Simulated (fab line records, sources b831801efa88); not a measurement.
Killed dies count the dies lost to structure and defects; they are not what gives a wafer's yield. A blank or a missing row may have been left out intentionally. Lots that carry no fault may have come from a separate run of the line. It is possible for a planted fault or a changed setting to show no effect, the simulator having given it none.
fab line records / flow gf180mcu
[record] lots = 5 wafers = 15 lastDay = 33
route steps=602 shown M3@412
lots that met no fault: from a run of the same line without faults
startH: start of the lot's first displayed wafer, in hours after the record's first day / waitH: hours since the lot's step before / " identical to the entry in the row above / L1.1+2: several wafers, shown together as one row / - no value, or no start was given / * or withheld: withheld / < > ~ a bound
route shown NAME@n: NAME is a module with steps in the file, n the number in the route of the first one / usual: mean/standard deviation taken from wafers without a fault / same: alike in all rows / chamber/n: place in a boat / sites: per-site readings / _std_site: standard deviation across them / _edge_site: mean of outer sites minus mean of inner sites / radiusMm: how far each site lies from the wafer's centre / mask NAME#n: copy n / behind: the last tool/chamber to shape the wafer / hold: why the lot was held/for how many hours/how that ended / device: whichever transistor did not switch (one of n, p or np) / end of line: tests run on the same wafers once the route is complete / a step given without rows: its recipe and nothing more / killed: the dies lost at the first sort to structure and to defects; this is not the yield of the wafer / map: a wafer's dies, marking killed ones x, the rest . and places with no die _
set.NAME: the run value of the setting; set.NAME@STEP: its run value at that earlier step / model.NAME: the simulator's own value behind a step, which no gauge read
lots seen at some steps along the route; tables by step, rows by wafer
services: when a tool's chamber went out of use (startH, in hours from the record's first day, below 0 if earlier), for how many hours, and the reason
[[steps]]
[step GF_M3_SPUTTER_03]
[recipe] material = Ti targetThkNm = 10 substrateTempC = 300 chamberPressurePa = 0.3 powerW = 3000 timeS = 6.7
[usual] throttleValvePct = 30.1/0.78
lot.wafer=L082.2 tool=pvdSputter-04 chamber=- startH=538.86 waitH=0.0 throttleValvePct=30.4
lot.wafer=L082.3 tool=pvdSputter-04 chamber=- startH=538.86 waitH=0.0 throttleValvePct=30.3
lot.wafer=L082.6 tool=pvdSputter-04 chamber=- startH=538.86 waitH=0.0 throttleValvePct=28.5
lot.wafer=L088.1 tool=pvdSputter-01 chamber=- startH=582.37 waitH=0.0 throttleValvePct=30.0
lot.wafer=L088.4 tool=pvdSputter-01 chamber=- startH=582.37 waitH=0.0 throttleValvePct=30.6
lot.wafer=L088.6 tool=pvdSputter-01 chamber=- startH=582.37 waitH=0.0 throttleValvePct=29.2
lot.wafer=L089.2 tool=pvdSputter-01 chamber=- startH=594.91 waitH=0.0 throttleValvePct=29.9
lot.wafer=L089.3 tool=pvdSputter-01 chamber=- startH=594.91 waitH=0.0 throttleValvePct=30.3
lot.wafer=L089.6 tool=pvdSputter-01 chamber=- startH=594.91 waitH=0.0 throttleValvePct=29.2
lot.wafer=L093.1 tool=pvdSputter-01 chamber=- startH=621.59 waitH=0.0 throttleValvePct=30.2
lot.wafer=L093.2 tool=pvdSputter-01 chamber=- startH=621.59 waitH=0.0 throttleValvePct=30.0
lot.wafer=L093.6 tool=pvdSputter-01 chamber=- startH=621.59 waitH=0.0 throttleValvePct=29.2
lot.wafer=L094.2 tool=pvdSputter-01 chamber=- startH=625.56 waitH=0.0 throttleValvePct=30.1
lot.wafer=L094.3 tool=pvdSputter-01 chamber=- startH=625.56 waitH=0.0 throttleValvePct=30.0
lot.wafer=L094.6 tool=pvdSputter-01 chamber=- startH=625.56 waitH=0.0 throttleValvePct=30.2
[step GF_M3_SPUTTER_04]
[recipe] material = TiN targetThkNm = 50 powerW = 6500 timeS = 41.7 chamberPressurePa = 0.4
[usual] throttleValvePct = 30.0/0.77
lot.wafer=L082.2 tool=pvdSputter-04 chamber=- startH=538.88 waitH=0.0 throttleValvePct=30.1
lot.wafer=L082.3 tool=pvdSputter-04 chamber=- startH=538.88 waitH=0.0 throttleValvePct=30.2
lot.wafer=L082.6 tool=pvdSputter-04 chamber=- startH=538.88 waitH=0.0 throttleValvePct=28.5
lot.wafer=L088.1 tool=pvdSputter-01 chamber=- startH=582.40 waitH=0.0 throttleValvePct=30.2
lot.wafer=L088.4 tool=pvdSputter-01 chamber=- startH=582.40 waitH=0.0 throttleValvePct=30.1
lot.wafer=L088.6 tool=pvdSputter-01 chamber=- startH=582.40 waitH=0.0 throttleValvePct=29.0
lot.wafer=L089.2 tool=pvdSputter-01 chamber=- startH=594.93 waitH=0.0 throttleValvePct=29.8
lot.wafer=L089.3 tool=pvdSputter-01 chamber=- startH=594.93 waitH=0.0 throttleValvePct=30.5
lot.wafer=L089.6 tool=pvdSputter-01 chamber=- startH=594.93 waitH=0.0 throttleValvePct=28.9
lot.wafer=L093.1 tool=pvdSputter-01 chamber=- startH=621.61 waitH=0.0 throttleValvePct=30.3
lot.wafer=L093.2 tool=pvdSputter-01 chamber=- startH=621.61 waitH=0.0 throttleValvePct=30.1
lot.wafer=L093.6 tool=pvdSputter-01 chamber=- startH=621.61 waitH=0.0 throttleValvePct=29.1
lot.wafer=L094.2 tool=pvdSputter-01 chamber=- startH=625.58 waitH=0.0 throttleValvePct=30.1
lot.wafer=L094.3 tool=pvdSputter-01 chamber=- startH=625.58 waitH=0.0 throttleValvePct=30.1
lot.wafer=L094.6 tool=pvdSputter-01 chamber=- startH=625.58 waitH=0.0 throttleValvePct=30.3
[step GF_M3_RS_MEAS_05]
[recipe] thkMeasGauge = four-point-probe reads = TiN_of_M3_SPUTTER_04+Ti_of_M3_SPUTTER_03+AlCu_of_M3_SPUTTER_02+TiN_of_M3_SPUTTER_01+Ti_of_M3_SPUTTER_00
[usual] M3_ALCU_RS = 0.0695/0.00071
lot.wafer=L082.2 tool=filmMetro-04 chamber=- startH=538.94 waitH=0.0 M3_ALCU_RS[ohm/sq]=0.0700
lot.wafer=L082.3 tool=filmMetro-04 chamber=- startH=538.94 waitH=0.0 M3_ALCU_RS[ohm/sq]=0.0695
lot.wafer=L082.6 tool=filmMetro-04 chamber=- startH=538.94 waitH=0.0 M3_ALCU_RS[ohm/sq]=0.0696
lot.wafer=L088.1 tool=filmMetro-04 chamber=- startH=582.43 waitH=0.0 M3_ALCU_RS[ohm/sq]=0.0710
lot.wafer=L088.4 tool=filmMetro-04 chamber=- startH=582.43 waitH=0.0 M3_ALCU_RS[ohm/sq]=0.0701
lot.wafer=L088.6 tool=filmMetro-04 chamber=- startH=582.43 waitH=0.0 M3_ALCU_RS[ohm/sq]=0.0706
lot.wafer=L089.2 tool=filmMetro-04 chamber=- startH=594.99 waitH=0.0 M3_ALCU_RS[ohm/sq]=0.0701
lot.wafer=L089.3 tool=filmMetro-04 chamber=- startH=594.99 waitH=0.0 M3_ALCU_RS[ohm/sq]=0.0698
lot.wafer=L089.6 tool=filmMetro-04 chamber=- startH=594.99 waitH=0.0 M3_ALCU_RS[ohm/sq]=0.0698
lot.wafer=L093.1 tool=filmMetro-04 chamber=- startH=621.65 waitH=0.0 M3_ALCU_RS[ohm/sq]=0.0705
lot.wafer=L093.2 tool=filmMetro-04 chamber=- startH=621.65 waitH=0.0 M3_ALCU_RS[ohm/sq]=0.0705
lot.wafer=L093.6 tool=filmMetro-04 chamber=- startH=621.65 waitH=0.0 M3_ALCU_RS[ohm/sq]=0.0707
lot.wafer=L094.2 tool=filmMetro-04 chamber=- startH=625.65 waitH=0.0 M3_ALCU_RS[ohm/sq]=0.0680
lot.wafer=L094.3 tool=filmMetro-04 chamber=- startH=625.65 waitH=0.0 M3_ALCU_RS[ohm/sq]=0.0687
lot.wafer=L094.6 tool=filmMetro-04 chamber=- startH=625.65 waitH=0.0 M3_ALCU_RS[ohm/sq]=0.0683
[step GF_M3_THK_MEAS_06]
[recipe] thkMeasGauge = xrf reads = AlCu_of_M3_SPUTTER_02
[usual] M3_ALCU_THK = 439/5
lot.wafer=L082.2 tool=filmMetro-04 chamber=- startH=539.05 waitH=0.1 M3_ALCU_THK[nm]=435
lot.wafer=L082.3 tool=filmMetro-04 chamber=- startH=539.05 waitH=0.1 M3_ALCU_THK[nm]=440
lot.wafer=L082.6 tool=filmMetro-04 chamber=- startH=539.05 waitH=0.1 M3_ALCU_THK[nm]=436
lot.wafer=L088.1 tool=filmMetro-04 chamber=- startH=582.55 waitH=0.1 M3_ALCU_THK[nm]=430
lot.wafer=L088.4 tool=filmMetro-04 chamber=- startH=582.55 waitH=0.1 M3_ALCU_THK[nm]=435
lot.wafer=L088.6 tool=filmMetro-04 chamber=- startH=582.55 waitH=0.1 M3_ALCU_THK[nm]=430
lot.wafer=L089.2 tool=filmMetro-04 chamber=- startH=595.10 waitH=0.1 M3_ALCU_THK[nm]=433
lot.wafer=L089.3 tool=filmMetro-04 chamber=- startH=595.10 waitH=0.1 M3_ALCU_THK[nm]=436
lot.wafer=L089.6 tool=filmMetro-04 chamber=- startH=595.10 waitH=0.1 M3_ALCU_THK[nm]=436
lot.wafer=L093.1 tool=filmMetro-04 chamber=- startH=621.77 waitH=0.1 M3_ALCU_THK[nm]=431
lot.wafer=L093.2 tool=filmMetro-04 chamber=- startH=621.77 waitH=0.1 M3_ALCU_THK[nm]=434
lot.wafer=L093.6 tool=filmMetro-04 chamber=- startH=621.77 waitH=0.1 M3_ALCU_THK[nm]=432
lot.wafer=L094.2 tool=filmMetro-04 chamber=- startH=625.76 waitH=0.1 M3_ALCU_THK[nm]=447
lot.wafer=L094.3 tool=filmMetro-04 chamber=- startH=625.76 waitH=0.1 M3_ALCU_THK[nm]=448
lot.wafer=L094.6 tool=filmMetro-04 chamber=- startH=625.76 waitH=0.1 M3_ALCU_THK[nm]=448
[step GF_M3_DEHYDRATE_07]
[recipe] tempC = 200 timeS = 60
lot.wafer=L082.2+3+6 tool=lithoTrack-03 chamber=0 startH=549.66 waitH=10.6
lot.wafer=L088.1+4+6 tool=lithoTrack-01 chamber=0 startH=592.83 waitH=10.3
lot.wafer=L089.2+3+6 tool=lithoTrack-01 chamber=0 startH=605.00 waitH=9.9
lot.wafer=L093.1+2+6 tool=lithoTrack-01 chamber=0 startH=630.88 waitH=9.1
lot.wafer=L094.2+3+6 tool=lithoTrack-01 chamber=0 startH=635.15 waitH=9.4
[step GF_M3_HMDS_08]
[recipe] primeTimeS = 60 primeTempC = 120
lot.wafer=L082.2+3+6 tool=lithoTrack-03 chamber=0 startH=549.81 waitH=0.1
lot.wafer=L088.1+4+6 tool=lithoTrack-01 chamber=0 startH=592.98 waitH=0.1
lot.wafer=L089.2+3+6 tool=lithoTrack-01 chamber=0 startH=605.15 waitH=0.1
lot.wafer=L093.1+2+6 tool=lithoTrack-01 chamber=0 startH=631.03 waitH=0.1
lot.wafer=L094.2+3+6 tool=lithoTrack-01 chamber=0 startH=635.30 waitH=0.1
[step GF_M3_COAT_09]
[recipe] resist = KrF spinRpm = withheld resistThkNm = 1000
lot.wafer=L082.2+3+6 tool=lithoTrack-03 chamber=0 startH=549.96 waitH=0.1
lot.wafer=L088.1+4+6 tool=lithoTrack-01 chamber=0 startH=593.13 waitH=0.1
lot.wafer=L089.2+3+6 tool=lithoTrack-01 chamber=0 startH=605.30 waitH=0.1
lot.wafer=L093.1+2+6 tool=lithoTrack-01 chamber=0 startH=631.18 waitH=0.1
lot.wafer=L094.2+3+6 tool=lithoTrack-01 chamber=0 startH=635.45 waitH=0.1
[[services]]
tool=pvdSputter-01 chamber=0 startH=521.11 hours=- kind=consumableReplace:kit
tool=pvdSputter-01 chamber=0 startH=521.11 hours=18.0 kind=scheduledDown
tool=pvdSputter-01 chamber=0 startH=521.11 hours=18.0 kind=ventCycle
tool=pvdSputter-04 chamber=- startH=612.29 hours=5.0 kind=repair
[[key]]
fault none
